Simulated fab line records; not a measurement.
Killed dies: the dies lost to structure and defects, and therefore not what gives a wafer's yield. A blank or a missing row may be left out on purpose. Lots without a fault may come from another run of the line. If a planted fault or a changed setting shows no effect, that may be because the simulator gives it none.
A lot that was struck, set against a sound lot + flow sky130 + 14 out of 708 route steps
Sound: the wafers L189.1, L189.2, L189.4. The struck wafers were L196.3, L196.5, L196.6. The cause comes at the end.
Each step with rows lists, per side, the tool, then ch with its chambers, then its first start. Under that, the readings that differ: sound wafers + struck wafers + difference of the means + sigmas: that difference in standard deviations of wafers without a fault.
alike: readings with means less than 2 such deviations apart, plus words and numbers identical on both sides. not compared: withheld readings, readings lacking a value on some wafer, bounds such as >300 that could conceal the same value, and numbers that have no deviation in the record and whose values overlap.
A row with sigmas, a row that says differs or no value, or rows on one side alone: a step with any of these is where the two part. Numbers that don't overlap but have no deviation are shown without sigmas and don't part them. Lack of a reading on every wafer of one side parts them only where that side has two or more wafers.

SKY_NWELL_RS_MEAS_29: measures by four-point-probe.
  sound on film-metro-03, day 6 21:19; struck on film-metro-03, day 8 16:28
  alike: NWELL_RS
SKY_NWELL_RS_MEAS_31: measures by four-point-probe.
  sound on film-metro-03, day 6 21:33; struck on film-metro-03, day 8 16:43
  alike: PWDE_RS
then, 7 steps without rows for these wafers: SKY_VT_ADJUST_HVTP_DEHYDRATE_00 (time 60 s); SKY_VT_ADJUST_HVTP_HMDS_01 (prime time 60 s); SKY_VT_ADJUST_HVTP_COAT_02 (resist thk 1140 nm); SKY_VT_ADJUST_HVTP_SOFTBAKE_03 (time 60 s); SKY_VT_ADJUST_HVTP_EXPOSE_04 (exposes mask HVTPM, target cd 380 nm); SKY_VT_ADJUST_HVTP_PEB_05; SKY_VT_ADJUST_HVTP_DEVELOP_06 (develop time 60 s).
SKY_VT_ADJUST_HVTP_CD_MEAS_07 targets a cd of 380 nm.
  sound on cd-sem-02, day 7 17:35; struck on cd-sem-01, day 9 14:01
| reading    | sound             | struck            | difference | sigmas |
|------------|-------------------|-------------------|------------|--------|
| cd-nm (nm) | 386.1 382.4 385.8 | 379.5 377.2 377.7 | -6.6       | -3     |
SKY_VT_ADJUST_HVTP_OVL_MEAS_08:
  sound on overlay-01, day 7 17:42; struck on overlay-01, day 9 14:07
  alike: VT_ADJUST_HVTP_OVL
SKY_VT_ADJUST_HVTP_IMPLANT_09:
  sound on implanter-02 ch 0, day 7 17:44; struck on implanter-02 ch 0, day 9 14:11
| reading                   | sound             | struck            | difference | sigmas |
|---------------------------|-------------------|-------------------|------------|--------|
| implant-ion-amu           | 75 75 75          | 31 31 31          | -44        |        |
| model.implant.rp-nm (nm)  | 85.74 85.74 85.74 | 190 190 190       | +104       |        |
| model.implant.drp-nm (nm) | 33.4 33.4 33.4    | 62.72 62.72 62.72 | +29.32     |        |
SKY_VT_ADJUST_HVTP_STRIP_10: strips in O2/N2.
  sound on plasma-asher-04 ch 0,1, day 7 17:53; struck on plasma-asher-04 ch 0,1, day 9 14:19
  alike: drypump-motor-current-A, oes-product-au, strip-time-to-endpoint-s
  not compared: rf-hours-counter-h
SKY_VT_ADJUST_HVTP_TW_MEAS_11:
  sound on film-metro-04, day 7 17:59; struck on film-metro-04, day 9 14:42
| reading           | sound          | struck      | difference | sigmas |
|-------------------|----------------|-------------|------------|--------|
| VT_ADJUST_HVTP_TW | 1340 1340 1344 | 946 946 947 | -395       | -33    |
  not compared: hold

WHERE THEY PART
Last at SKY_VT_ADJUST_HVTP_TW_MEAS_11 as far as this record goes, first at SKY_VT_ADJUST_HVTP_CD_MEAS_07.

WHY: what the simulator had put in
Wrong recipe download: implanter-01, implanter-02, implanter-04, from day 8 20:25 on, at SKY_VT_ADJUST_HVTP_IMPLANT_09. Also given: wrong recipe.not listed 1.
